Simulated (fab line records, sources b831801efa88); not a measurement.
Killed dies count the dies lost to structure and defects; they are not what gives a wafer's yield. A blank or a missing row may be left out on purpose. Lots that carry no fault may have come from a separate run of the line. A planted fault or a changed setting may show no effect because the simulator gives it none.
Which tool did it?    flow sfq line    at 1 step of a route of 325, 13 lots with 39 wafers sampled

WHAT THE GAUGES SHOWED, per wafer
Not one reading of a measure or inspect step in the record can be checked against a usual standard deviation.

TOOL THAT RAN EACH LOT (tool first, then ch and the chambers of the sampled wafers, then the start)
lot   SFQ_TRILAYER_R5_ETCH_METAL_ETCH_139
L564  rie metal-02 ch 0,1, day 55 10:21
L565  rie metal-04 ch 0,1, day 55 15:09
L566  rie metal-04 ch 0,1, day 55 18:45
L567  rie metal-02 ch 0,1, day 55 21:10
L568  rie metal-03 ch 0,1, day 56 04:35
L569  rie metal-04 ch 1, day 56 05:46
L570  rie metal-02 ch 0,1, day 56 06:59
L572  rie metal-03 ch 0,1, day 57 03:44
L573  rie metal-03 ch 0,1, day 59 14:19
L575  rie metal-03 ch 0,1, day 59 23:54
L576  rie metal-04 ch 0,1, day 64 15:48
L578  rie metal-02 ch 0, day 64 20:42
L584  rie metal-04 ch 0,1, day 66 11:56
- SFQ_TRILAYER_R5_ETCH_METAL_ETCH_139: etches the open film in Cl2, stops on SiO2, target depth 60 nm, time 40 s.

WHAT THE TOOLS THEMSELVES READ (means of the sampled wafers that have a number; where no wafer has one, the mark that the record gives instead)
SFQ_TRILAYER_R5_ETCH_METAL_ETCH_139. Usual: chamber pressure mTorr 10.001 mTorr, standard deviation 0.0084; drypump motor current A 5.9 A, standard deviation 0.63; oes product au 0.987 a.u., standard deviation 0.0059.
lot   tool          chamber pressure mTorr (mTorr)  drypump motor current A (A)  oes product au (a.u.)  flag
L564  rie metal-02  10.004                          5.2                          0.992                  
L565  rie metal-04  9.999                           5.4                          0.987                  
L566  rie metal-04  10.004                          5.8                          0.989                  
L567  rie metal-02  10.007                          5.2                          0.987                  
L568  rie metal-03  10.006                          6.3                          0.993                  
L569  rie metal-04  9.993                           5.0                          0.988                  
L570  rie metal-02  10.005                          5.6                          0.984                  
L572  rie metal-03  10.004                          6.4                          0.990                  
L573  rie metal-03  9.987                           6.4                          0.984                  
L575  rie metal-03  10.004                          6.4                          0.983                  
L576  rie metal-04  10.002                          5.4                          0.981                  
L578  rie metal-02  9.994                           4.8                          0.989                  
L584  rie metal-04  10.003                          5.8                          0.950                  OFF

THE ANSWER, worked out from the rows above alone
Rule: lot off if the mean of its wafers having a number is beyond 3 standard deviations from the usual mean. A lot without any number at a reading at which 4 lots or more have one is off too. All remaining lots with rows at the step are treated as sound. After the gauges, taken in route order, come the tools' own readings; for these a lot's mean is taken, as printed above. At the first step where some lot is off, the reading lying furthest off is the one used; lots without a number count as furthest.
Off: L584, at SFQ_TRILAYER_R5_ETCH_METAL_ETCH_139 (oes product au).
If a tool, at that step or one of the process steps before it, ran each lot that is off and ran no sound lot following the first of them, it fits. One fits: SFQ_TRILAYER_R5_ETCH_METAL_ETCH_139 on rie metal-04. Its last sound lot is L576 (day 64 15:48), its first lot that is off L584 (day 66 11:56): a fault that began between those two fits.
The tool's own readings at SFQ_TRILAYER_R5_ETCH_METAL_ETCH_139 bear it out: on the lots that are off they differ by more than 5 times the standard deviation of the sound lots' means. oes product au reads 0.950 a.u. there against 0.987 a.u. on the sound lots.

WHAT WAS PUT IN BY THE SIMULATOR
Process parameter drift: rie metal-04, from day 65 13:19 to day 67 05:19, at SFQ_TRILAYER_R5_ETCH_METAL_ETCH_139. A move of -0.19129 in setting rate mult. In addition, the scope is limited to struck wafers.
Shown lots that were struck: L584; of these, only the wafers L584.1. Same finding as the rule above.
